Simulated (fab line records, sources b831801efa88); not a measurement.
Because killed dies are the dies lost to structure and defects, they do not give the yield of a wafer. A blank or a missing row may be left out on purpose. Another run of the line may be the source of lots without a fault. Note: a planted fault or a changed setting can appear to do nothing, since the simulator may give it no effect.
What tool caused it?    flow gf180mcu    30 wafers from 10 lots sampled at 6 of the route's 602 steps

## WHAT THE GAUGES READ, wafer by wafer
GF_V2_BOW_MEAS_05.
lot   measured      on             V2_BOW (um)
L452  day 20 11:20  film_metro-03  95 91 103
L455  day 21 10:56  film_metro-01  95 97 115
L458  day 22 16:10  film_metro-03  104 99 101
L460  day 23 07:11  film_metro-04  109 108 103
L461  day 23 17:43  film_metro-03  101 105 98
L462  day 24 01:59  film_metro-01  98 95 90
L463  day 24 09:02  film_metro-01  109 110 112
L464  day 24 16:13  film_metro-04  109 92 90
L471  day 26 23:49  film_metro-01  106 119 109
L472  day 27 02:37  film_metro-01  116 99 114

GF_V2_RS_MEAS_24: uses a four-point probe to measure.
lot   measured      on             V2_W_RS (ohm/sq)
L452  day 21 12:40  film_metro-03  0.328 0.329 0.331
L455  day 22 11:32  film_metro-04  0.328 0.330 0.329
L458  day 23 15:24  film_metro-01  0.328 0.332 0.326
L460  day 24 07:02  film_metro-04  0.329 0.329 0.331
L461  day 24 17:03  film_metro-04  0.250 0.249 0.328
L462  day 25 01:05  film_metro-04  0.322 0.251 0.249
L463  day 25 08:16  film_metro-01  0.331 0.251 0.330
L464  day 25 14:39  film_metro-04  0.332 0.328 0.324
L471  day 27 21:23  film_metro-03  0.336 0.321 0.331
L472  day 27 23:26  film_metro-01  0.325 0.335 0.327

GF_V2_THK_MEAS_25: measures by xrf.
lot   measured      on             V2_W_THK (nm)
L452  day 21 12:47  film_metro-03  360 361 356
L455  day 22 11:40  film_metro-04  358 356 356
L458  day 23 15:31  film_metro-01  355 350 358
L460  day 24 07:09  film_metro-04  358 358 356
L461  day 24 17:08  film_metro-04  475 476 361
L462  day 25 01:13  film_metro-04  360 465 468
L463  day 25 08:23  film_metro-01  354 472 355
L464  day 25 14:46  film_metro-04  350 354 361
L471  day 27 21:30  film_metro-03  349 368 355
L472  day 27 23:32  film_metro-01  359 350 357

## TOOL THAT RAN EACH LOT (tool first, then ch and the chambers of the sampled wafers, then the start)
lot   GF_M2_SPUTTER_03              GF_M2_STRIP_17                        GF_V2_CVD_23
L452  pvd_sputter-03, day 19 09:59  plasma_asher-03 ch 0,1, day 20 10:14  cvd_w-02 ch 0,1, day 21 12:32
L455  pvd_sputter-02, day 20 09:39  plasma_asher-02 ch 0, day 21 09:50    cvd_w-02 ch 0, day 22 11:26
L458  pvd_sputter-02, day 21 15:14  plasma_asher-03 ch 0,1, day 22 14:56  cvd_w-02 ch 0, day 23 15:10
L460  pvd_sputter-02, day 22 06:35  plasma_asher-04 ch 0,1, day 23 06:04  cvd_w-02 ch 0,1, day 24 06:55
L461  pvd_sputter-02, day 22 17:38  plasma_asher-03 ch 0,1, day 23 16:34  cvd_w-02 ch 0,1, day 24 16:55
L462  pvd_sputter-03, day 23 01:49  plasma_asher-03 ch 0,1, day 24 00:50  cvd_w-02 ch 0,1, day 25 00:58
L463  pvd_sputter-03, day 23 10:08  plasma_asher-03 ch 0,1, day 24 07:56  cvd_w-02 ch 0,1, day 25 08:10
L464  pvd_sputter-02, day 23 16:16  plasma_asher-02 ch 0,1, day 24 15:05  cvd_w-01 ch 0,1, day 25 14:32
L471  pvd_sputter-04, day 26 01:11  plasma_asher-03 ch 0,1, day 26 22:41  cvd_w-02 ch 0,1, day 27 21:16
L472  pvd_sputter-04, day 26 04:07  plasma_asher-03 ch 0,1, day 27 01:30  cvd_w-02 ch 0,1, day 27 23:19
- GF_M2_SPUTTER_03: material Ti, target thk 10 nm, time 6.7 s.
- GF_M2_STRIP_17: strips in O2/N2.
- GF_V2_CVD_23: deposits W, target thk 350 nm, time 104.94 s.

## AS READ BY THE TOOLS THEMSELVES (means over the sampled wafers that have a number; for cases with no such wafer, the mark the record gives instead)
GF_M2_SPUTTER_03.
lot   tool            throttle_valve_pct (%)
L452  pvd_sputter-03  30.2
L455  pvd_sputter-02  30.8
L458  pvd_sputter-02  30.7
L460  pvd_sputter-02  30.6
L461  pvd_sputter-02  30.3
L462  pvd_sputter-03  30.1
L463  pvd_sputter-03  29.8
L464  pvd_sputter-02  30.3
L471  pvd_sputter-04  29.2
L472  pvd_sputter-04  31.2

GF_M2_STRIP_17.
lot   tool             drypump_motor_current_A (A)  heater_power_w (W)  oes_product_au (a.u.)  strip_time_to_endpoint_s (s)
L452  plasma_asher-03  5.8                          370                 0.538                  7.42
L455  plasma_asher-02  6.4                          283                 0.539                  7.36
L458  plasma_asher-03  5.3                          335                 0.537                  7.38
L460  plasma_asher-04  6.5                          388                 0.538                  7.39
L461  plasma_asher-03  5.3                          332                 0.536                  7.33
L462  plasma_asher-03  5.3                          336                 0.541                  7.39
L463  plasma_asher-03  5.3                          343                 0.536                  7.44
L464  plasma_asher-02  6.1                          324                 0.536                  7.41
L471  plasma_asher-03  5.3                          333                 0.538                  7.38
L472  plasma_asher-03  5.3                          335                 0.538                  7.38

GF_V2_CVD_23.
lot   tool      heater_power_w (W)  susceptor_temp_C (C)
L452  cvd_w-02  889                 400.04
L455  cvd_w-02  839                 400.05
L458  cvd_w-02  837                 399.85
L460  cvd_w-02  892                 399.90
L461  cvd_w-02  1033                410.25
L462  cvd_w-02  1023                410.00
L463  cvd_w-02  935                 405.10
L464  cvd_w-01  916                 400.12
L471  cvd_w-02  912                 399.77
L472  cvd_w-02  967                 399.94

## THE ANSWER, worked out from the rows above alone
Rule: the usual values come from the lots themselves. The widest of any qualifying gaps counts: lots, ordered by their means at a reading, are off when they make up no more than a third of the lots, leave a main group of 4 or more, and stand apart from it by 3 or more times the standard deviation of that group's means. If all means in a main group match to the digits the tables above print for the reading, that group is not used. A lot without any number at a reading at which 4 lots or more have one is off too. All remaining lots with rows at the step are treated as sound. First the gauges in route order, then the tools' own readings, where a lot's mean is used as printed above. The first step at which some lot is off is used, and at that step the reading that is off furthest; a lot without a number counts as furthest.
Off: L461, L462, L463, seen at GF_V2_RS_MEAS_24 (V2_W_RS). The main group: mean 0.329 ohm/sq, standard deviation 0.0005.
A tool fits if, at a process step before that reading, it ran every lot that is off, and no sound lot after the first of them. Not tried: the gauges at GF_V2_RS_MEAS_24; whatever is off there is also off at GF_V2_CVD_23, on other tools, and gauge error can't account for it. Not one of the candidates tried fits.

## WHAT THE SIMULATOR PUT IN
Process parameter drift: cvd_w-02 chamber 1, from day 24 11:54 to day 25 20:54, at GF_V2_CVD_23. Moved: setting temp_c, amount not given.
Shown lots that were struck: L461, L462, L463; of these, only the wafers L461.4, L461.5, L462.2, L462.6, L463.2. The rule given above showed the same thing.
